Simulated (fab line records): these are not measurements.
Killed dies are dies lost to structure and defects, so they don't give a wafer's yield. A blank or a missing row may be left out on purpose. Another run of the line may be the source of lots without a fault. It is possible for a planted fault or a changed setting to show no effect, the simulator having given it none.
2 desks, one fault    flow gf180mcu    each desk holds nothing but its own numbers, with what lay behind them at the end

METROLOGY DESK
Lot by lot, what the gauges showed, no matter which tool ran the lot: averages of those sampled wafers that carry a number. Any lot whose mean is over 4 standard deviations away from the usual mean is out of limits and marked OUT; that distance is given in the brackets.
Columns: A = cd_nm at GF_HV_LDD_CD_MEAS_07, usual 400.0 nm
lot   first seen here  A
L556  day 10 09:31     401.1
L558  day 10 21:22     396.1
L559  day 11 09:23     427.1 (+11) OUT
L560  day 11 11:23     398.1
L561  day 11 20:56     427.3 (+11) OUT
L569  day 14 06:45     400.1
L570  day 14 15:26     399.0
L572  day 15 04:52     394.4
L573  day 15 14:56     402.4
L574  day 15 19:23     402.1
L576  day 16 12:37     399.3
L577  day 16 15:14     402.6
L578  day 17 02:02     398.7
This desk's finding: out of limits on L559, L561; first on L559, day 11 09:23 (cd_nm at GF_HV_LDD_CD_MEAS_07). Within limits: L556, L558, L560, L569, L570, L572, L573, L574, L576, L577, L578.

THE TOOL OWNER'S DESK: litho_track-02
The tool's own readings at GF_HV_LDD_DEVELOP_06 (develop time 60 s): means of the sampled wafers that have a number, for each lot that ran on this tool. Any lot whose mean is over 4 standard deviations away from the usual mean is out of limits and marked OUT; that distance is given in the brackets.
Columns: A = chill_plate_temp_C at GF_HV_LDD_DEVELOP_06, usual 22.98 C
lot   first seen here  A
L558  day 10 21:13     22.89
L559  day 11 09:11     23.01
L561  day 11 20:47     22.92
L569  day 14 06:37     23.03
L570  day 14 15:17     22.97
L573  day 15 14:41     22.86
L574  day 15 19:14     23.20
L577  day 16 15:05     22.91
Finding of this desk: none of the 8 lots has anything out of limits.

TAKEN TOGETHER
Metrology desk: alarm possible at day 11 09:23 on L559, L561.
The tool owner's desk saw nothing out of limits.
On record at the tool owner's desk: L559, L561, within its limits.
GF_HV_LDD_DEVELOP_06 was run on litho_track-02 by each of the lots named.

WHAT THE SIMULATOR HAD PUT IN
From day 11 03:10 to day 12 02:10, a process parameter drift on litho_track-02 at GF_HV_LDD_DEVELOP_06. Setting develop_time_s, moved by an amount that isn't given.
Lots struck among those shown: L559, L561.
Time in hours between the start of the fault and the first out-of-limits reading at each desk: metrology desk, 6.
